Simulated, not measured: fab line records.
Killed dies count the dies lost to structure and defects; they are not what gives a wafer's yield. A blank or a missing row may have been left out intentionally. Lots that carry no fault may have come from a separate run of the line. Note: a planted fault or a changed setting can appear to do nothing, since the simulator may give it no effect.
Struck lot and sound lot, side by side / flow sky130 / 26 steps out of a route of 708
Sound: wafers L832.3, L832.4, L832.6. Struck: wafers L841.4, L841.5, L841.6. The cause comes at the end.
Each step with rows lists, per side, the tool, then ch with its chambers, then its first start. Under that, the readings that differ: sound wafers / struck wafers / difference of the means / sigmas: that difference in standard deviations of wafers without a fault.
alike: words and numbers the same on both sides, and readings whose means are apart by under 2 such deviations; not compared: readings that were withheld, readings missing a value for some wafer, numbers with overlapping values and no deviation given by the record, and bounds like >300 which may hide the same value.
Wherever a step has rows on one side only, a row that says differs or no value, or a row with sigmas, the two part there. Non-overlapping numbers with no deviation appear without sigmas and do not part them. Lack of a reading on every wafer of one side parts them only where that side has two or more wafers.

first, 6 steps without rows for these wafers: SKY_SD_N_IMPLANT_10; SKY_SD_N_STRIP_11 (strips in O2/N2); SKY_SD_N_CLEAN_13 (cleans in SC1/SC2, time 150 s); SKY_SD_N_RTA_14 (time 2 s); SKY_SALICIDE_CLEAN_00 (cleans in HF-last, time 30 s); SKY_LI_CONTACT_HDPCVD_00 (deposits PSG, target thk 930 nm, time 155 s).
SKY_LI_CONTACT_CMP_02: polishes PSG.
  sound on cmp-02 ch 0,3, day 28 20:55; struck on cmp-02 ch 0,1,2, day 32 09:14
  no value came back on the struck wafers for edge zone pressure frac, head pressure psi (psi), motor current A (A), time to endpoint s (s); on the sound wafers edge zone pressure frac reads 0.998 0.995 1.002
reading=model.PSG_of_LI_CONTACT_HDPCVD_00.thk nm (nm); sound=597.6 597.3 597.2; struck=943.3 935.8 937.6; difference=+341.5; sigmas=
SKY_LI_CONTACT_BOW_MEAS_03:
  sound on film metro-03, day 28 21:13; struck on film metro-02, day 32 09:26
reading=LI_CONTACT_BOW (um); sound=51 47 51; struck=78 64 76; difference=+23; sigmas=+4
then, 9 steps without rows for these wafers: SKY_LI_CONTACT_DEHYDRATE_04 (time 60 s); SKY_LI_CONTACT_HMDS_05 (prime time 60 s); SKY_LI_CONTACT_COAT_06 (resist thk 60 nm); SKY_LI_CONTACT_COAT_07 (resist thk 450 nm); SKY_LI_CONTACT_SOFTBAKE_08 (time 90 s); SKY_LI_CONTACT_EXPOSE_09 (exposes mask LICM1, target cd 170 nm); SKY_LI_CONTACT_PEB_10; SKY_LI_CONTACT_DEVELOP_11 (develop time 60 s); SKY_LI_CONTACT_ETCH_14 (etches BARC in N2/H2, stops on SiO2, time 45.9 s, target depth 60 nm).
SKY_LI_CONTACT_ETCH_15: etches PSG in C4F8/O2/Ar, stops on Si, target depth 600 nm.
  sound on rie diel-03 ch 1,3, day 30 01:02; struck on rie diel-01 ch 0,2,3, day 33 12:32
reading=oes product au (a.u.); sound=0.832 0.834 0.833; struck=1.619 1.648 1.631; difference=+0.800; sigmas=+99 or more
reading=model.LI_CONTACT.feature depth nm (nm); sound=597.6 597.3 597.2; struck=802.4 821.8 806.3; difference=+212.8; sigmas=
reading=model.etch.depth nm (nm); sound=597.6 597.3 597.2; struck=802.4 821.8 806.3; difference=+212.8; sigmas=
then, 6 steps without rows for these wafers: SKY_LI_CONTACT_STRIP_16 (strips in O2/N2); SKY_LI_CONTACT_CLEAN_17 (cleans in NMP, time 600 s); SKY_LI_CONTACT_PRE_CLEAN_18 (time 5.6 s); SKY_LI_CONTACT_SPUTTER_19 (material Ti, target thk 20 nm, time 106.37 s); SKY_LI_CONTACT_SPUTTER_20 (material TiN, target thk 20 nm, time 80 s); SKY_LI_CONTACT_CVD_21 (deposits W, target thk 400 nm, time 120.56 s).
SKY_LI_CONTACT_CMP_24: polishes, stops on PSG, t overpolish 20 s, target thk 0 nm.
  sound on cmp-02 ch 0,2,3, day 30 01:53; struck on cmp-02 ch 0,1,2, day 33 13:29
reading=model.PSG_of_LI_CONTACT_HDPCVD_00.thk nm (nm); sound=588.2 587.8 587.8; struck=933.8 926.4 928.1; difference=+341.5; sigmas=
  alike: edge zone pressure frac, head pressure psi, motor current A
-- a jump in the record: the struck wafers' starts before and after are 15 days apart (it breaks off in module LI_CONTACT and resumes in module PAD_OPEN, where the first step shown is number 708 of the route) --
SKY_PAD_OPEN_PROBE_99:
  sound on prober-02, day 46 11:46; struck on prober-01, day 49 01:25
reading=killed at contacts; sound=31 29 22; struck=426 429 434; difference=+402; sigmas=+79
reading=killed dies; sound=86 92 83; struck=492 492 492; difference=+405; sigmas=+41
reading=killed on rim; sound=11 16 15; struck=96 96 96; difference=+82; sigmas=+20
  alike: killed_at_M0_to_M3, killed_at_M4_up, killed at front end, killed at other, killed open, killed short

== WHERE THEY PART ==
At SKY_LI_CONTACT_CMP_02 first; at SKY_PAD_OPEN_PROBE_99 last (within this record only).

WHY: what had been put in by the simulator
Entire step skipped (cmp-02, SKY_LI_CONTACT_CMP_02), from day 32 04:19 onward. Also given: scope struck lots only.
